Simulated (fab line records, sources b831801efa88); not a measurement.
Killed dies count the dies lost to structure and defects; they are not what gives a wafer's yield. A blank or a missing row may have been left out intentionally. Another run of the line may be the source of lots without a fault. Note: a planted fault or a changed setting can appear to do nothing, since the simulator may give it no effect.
Which tool did it? || flow sfq line || 14 lots (42 wafers sampled), 1 step of a 325-step route

WHAT EACH GAUGE READ, for each wafer
Not one reading of a measure or inspect step in the record can be checked against a usual standard deviation.

WHICH TOOL RAN EACH LOT (tool, then ch and the chambers of the sampled wafers, then the start)
{"lot": "L551", "SFQ_TRILAYER_M5_BARC_OPEN_METAL_ETCH_161": "rie metal-04 ch 0,1, day 54 08:58"}
{"lot": "L552", "SFQ_TRILAYER_M5_BARC_OPEN_METAL_ETCH_161": "rie metal-03 ch 0,1, day 54 10:11"}
{"lot": "L553", "SFQ_TRILAYER_M5_BARC_OPEN_METAL_ETCH_161": "rie metal-01 ch 0,1, day 54 11:22"}
{"lot": "L554", "SFQ_TRILAYER_M5_BARC_OPEN_METAL_ETCH_161": "rie metal-04 ch 0,1, day 54 13:46"}
{"lot": "L555", "SFQ_TRILAYER_M5_BARC_OPEN_METAL_ETCH_161": "rie metal-03 ch 0,1, day 54 14:59"}
{"lot": "L556", "SFQ_TRILAYER_M5_BARC_OPEN_METAL_ETCH_161": "rie metal-04 ch 0,1, day 54 16:10"}
{"lot": "L557", "SFQ_TRILAYER_M5_BARC_OPEN_METAL_ETCH_161": "rie metal-01 ch 1, day 55 15:10"}
{"lot": "L562", "SFQ_TRILAYER_M5_BARC_OPEN_METAL_ETCH_161": "rie metal-01 ch 0,1, day 59 01:50"}
{"lot": "L563", "SFQ_TRILAYER_M5_BARC_OPEN_METAL_ETCH_161": "rie metal-01 ch 0,1, day 59 04:13"}
{"lot": "L566", "SFQ_TRILAYER_M5_BARC_OPEN_METAL_ETCH_161": "rie metal-04 ch 1, day 59 19:56"}
{"lot": "L571", "SFQ_TRILAYER_M5_BARC_OPEN_METAL_ETCH_161": "rie metal-04 ch 0,1, day 60 23:32"}
{"lot": "L572", "SFQ_TRILAYER_M5_BARC_OPEN_METAL_ETCH_161": "rie metal-01 ch 0,1, day 61 13:56"}
{"lot": "L573", "SFQ_TRILAYER_M5_BARC_OPEN_METAL_ETCH_161": "rie metal-04 ch 0,1, day 61 20:04"}
{"lot": "L574", "SFQ_TRILAYER_M5_BARC_OPEN_METAL_ETCH_161": "rie metal-04 ch 1, day 62 03:16"}
- SFQ_TRILAYER_M5_BARC_OPEN_METAL_ETCH_161: etches BARC in O2, target depth 125 nm, time 41.7 s.

WHAT THE TOOLS THEMSELVES READ (means of the sampled wafers that have a number; where no wafer has one, the mark that the record gives instead)
SFQ_TRILAYER_M5_BARC_OPEN_METAL_ETCH_161.
{"lot": "L551", "tool": "rie metal-04", "drypump motor current A (A)": 6.2, "oes product au (a.u.)": 0.686, "run length s (s)": 70.3}
{"lot": "L552", "tool": "rie metal-03", "drypump motor current A (A)": 5.8, "oes product au (a.u.)": 0.689, "run length s (s)": 69.3}
{"lot": "L553", "tool": "rie metal-01", "drypump motor current A (A)": 6.3, "oes product au (a.u.)": 0.684, "run length s (s)": 69.5}
{"lot": "L554", "tool": "rie metal-04", "drypump motor current A (A)": 6.3, "oes product au (a.u.)": 0.687, "run length s (s)": 70.0}
{"lot": "L555", "tool": "rie metal-03", "drypump motor current A (A)": 5.8, "oes product au (a.u.)": 0.685, "run length s (s)": 69.8}
{"lot": "L556", "tool": "rie metal-04", "drypump motor current A (A)": 6.3, "oes product au (a.u.)": 0.685, "run length s (s)": 70.3}
{"lot": "L557", "tool": "rie metal-01", "drypump motor current A (A)": 6.2, "oes product au (a.u.)": 0.683, "run length s (s)": 69.6}
{"lot": "L562", "tool": "rie metal-01", "drypump motor current A (A)": 6.3, "oes product au (a.u.)": 0.632, "run length s (s)": 78.4}
{"lot": "L563", "tool": "rie metal-01", "drypump motor current A (A)": 6.3, "oes product au (a.u.)": 0.631, "run length s (s)": 78.3}
{"lot": "L566", "tool": "rie metal-04", "drypump motor current A (A)": 6.6, "oes product au (a.u.)": 0.688, "run length s (s)": 70.3}
{"lot": "L571", "tool": "rie metal-04", "drypump motor current A (A)": 6.3, "oes product au (a.u.)": 0.684, "run length s (s)": 70.0}
{"lot": "L572", "tool": "rie metal-01", "drypump motor current A (A)": 6.3, "oes product au (a.u.)": 0.687, "run length s (s)": 69.5}
{"lot": "L573", "tool": "rie metal-04", "drypump motor current A (A)": 5.9, "oes product au (a.u.)": 0.687, "run length s (s)": 70.0}
{"lot": "L574", "tool": "rie metal-04", "drypump motor current A (A)": 6.6, "oes product au (a.u.)": 0.690, "run length s (s)": 70.1}

THE ANSWER, worked out from the rows above alone
Rule: what is usual is taken from the lots themselves. The widest of any qualifying gaps counts: lots, ordered by their means at a reading, are off when they make up no more than a third of the lots, leave a main group of 4 or more, and stand apart from it by 3 or more times the standard deviation of that group's means. A main group is skipped when, at the precision printed for the reading in the tables above, its means are all equal. Also off: a lot with no number at a reading for which 4 or more lots have one. Any other lot the step has rows for is counted as sound. After the gauges, taken in route order, come the tools' own readings; for these a lot's mean is taken, as printed above. The first step at which some lot is off is used, and at that step the reading that is off furthest; a lot without a number counts as furthest.
Off at SFQ_TRILAYER_M5_BARC_OPEN_METAL_ETCH_161 (oes product au): L562, L563. The main group: mean 0.686 a.u., standard deviation 0.002.
A tool fits if, at that step or a process step before it, it ran every lot that is off, and no sound lot after the first of them. Of those tried, none fits.

WHAT WAS PUT IN BY THE SIMULATOR
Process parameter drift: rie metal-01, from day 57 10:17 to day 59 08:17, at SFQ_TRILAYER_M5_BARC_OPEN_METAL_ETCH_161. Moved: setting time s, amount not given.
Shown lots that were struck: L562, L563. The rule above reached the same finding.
